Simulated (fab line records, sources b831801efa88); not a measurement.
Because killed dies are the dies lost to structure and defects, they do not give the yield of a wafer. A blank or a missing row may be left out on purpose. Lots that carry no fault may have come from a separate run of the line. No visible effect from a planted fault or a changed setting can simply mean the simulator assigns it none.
A struck lot beside a sound one || flow sfq-line || 14 out of 325 route steps
Sound: these wafers, L261.2, L261.3, L261.4. Struck: wafers L271.1, L271.2, L271.6. Last of all comes the cause.
Each step with rows lists, per side, the tool, then ch with its chambers, then its first start. Under that, the readings that differ: sound wafers || struck wafers || difference of the means || sigmas: that difference in standard deviations of wafers without a fault.
alike: words and numbers the same on both sides, and readings whose means are apart by under 2 such deviations; not compared: readings that were withheld, readings missing a value for some wafer, numbers with overlapping values and no deviation given by the record, and bounds like >300 which may hide the same value.
A row with sigmas, a row that says differs or no value, or rows on one side alone: a step with any of these is where the two part. Numbers that don't overlap but have no deviation are shown without sigmas and don't part them. A reading that every wafer of one side lacks parts them only if that side has two wafers or more.

first, 2 steps without rows for these wafers: SFQ_TRILAYER_L0_VIA_STRIP_SOLV_CLEAN_018 (cleans in NMP, time 600 s); SFQ_TRILAYER_M0_DEP_PRE_CLEAN_020 (time 15 s).
SFQ_TRILAYER_M0_DEP_SPUTTER_019: material Nb, target thk 200 nm, time 133.3 s.
  sound on pvd-sputter-06 at day 5 03:47; struck on pvd-sputter-04 at day 10 05:59
  alike: throttle-valve-pct
SFQ_M0_RS_MEAS_904: measurement is done with a four-point probe.
  sound on film-metro-04 at day 5 03:53; struck on film-metro-04 at day 10 06:04
  alike: M0_NB_RS
then, 6 steps without rows for these wafers: SFQ_TRILAYER_M0_LITHO_COAT_026 (resist thk 62 nm); SFQ_TRILAYER_M0_LITHO_COAT_021 (resist thk 600 nm); SFQ_TRILAYER_M0_LITHO_SOFTBAKE_025; SFQ_TRILAYER_M0_LITHO_EXPOSE_022 (exposes mask M0, target cd 500 nm); SFQ_TRILAYER_M0_LITHO_PEB_024 (peb time 60 s); SFQ_TRILAYER_M0_LITHO_DEVELOP_023 (time 60 s).
-- the record jumps here: 5 days lie between the struck wafers' starts before and after --
SFQ_M0_OVL_MEAS_906:
  sound on overlay-02 at day 8 08:52; struck on overlay-02 at day 15 02:48
  alike: M0_OVL
SFQ_TRILAYER_M0_BARC_OPEN_METAL_ETCH_031: etches BARC in O2, target depth 125 nm, time 41.7 s.
  sound on rie-metal-01 ch 0,1, day 8 08:53; struck on rie-metal-02 ch 0,1, day 15 02:50
{"reading": "drypump-motor-current-A (A)", "sound": "6.31 6.15 6.29", "struck": "5.62 5.74 5.61", "difference": -0.59, "sigmas": -2}
{"reading": "oes-product-au (a.u.)", "sound": "0.691 0.687 0.685", "struck": "0.814 0.812 0.820", "difference": "+0.128", "sigmas": "+28"}
{"reading": "run-length-s (s)", "sound": "70.2 70.4 70.8", "struck": "60.3 60.9 60.8", "difference": -9.8, "sigmas": -14}
{"reading": "time-s (s)", "sound": "41.7 41.7 41.7", "struck": "29.19 29.19 29.19", "difference": -12.51, "sigmas": ""}
{"reading": "model.KrF_of_TRILAYER_M0_LITHO_COAT_021.thk-nm (nm)", "sound": "524.4 520.6 523.8", "struck": "541.2 542.4 540.4", "difference": "+18.4", "sigmas": ""}
  not compared: rf-hours-counter-h
SFQ_TRILAYER_M0_ETCH_METAL_ETCH_024: etches Nb in Cl2/Ar, stops on SiO2, target depth 240 nm, time 120 s.
  sound on rie-metal-01 ch 0,1, day 8 08:57; struck on rie-metal-02 ch 0,1, day 15 02:54
{"reading": "drypump-motor-current-A (A)", "sound": "6.26 6.08 6.26", "struck": "5.61 5.76 5.64", "difference": -0.53, "sigmas": -2}
{"reading": "model.KrF_of_TRILAYER_M0_LITHO_COAT_021.thk-nm (nm)", "sound": "386 378.6 384.2", "struck": "398.9 403.5 398.6", "difference": "+17.4", "sigmas": ""}
  alike: oes-product-au, run-length-s, time-s
  not compared: rf-hours-counter-h
SFQ_TRILAYER_M0_STRIP_STRIP_025: strips in O2.
  sound on rie-metal-01 ch 0,1, day 8 09:05; struck on rie-metal-02 ch 0,1, day 15 03:01
{"reading": "drypump-motor-current-A (A)", "sound": "6.31 6.13 6.29", "struck": "5.63 5.72 5.64", "difference": -0.58, "sigmas": -2}
  alike: oes-product-au
  not compared: rf-hours-counter-h

## WHERE THEY PART
At SFQ_TRILAYER_M0_BARC_OPEN_METAL_ETCH_031 first; at SFQ_TRILAYER_M0_STRIP_STRIP_025 last (within this record only).

WHY: the cause the simulator had injected
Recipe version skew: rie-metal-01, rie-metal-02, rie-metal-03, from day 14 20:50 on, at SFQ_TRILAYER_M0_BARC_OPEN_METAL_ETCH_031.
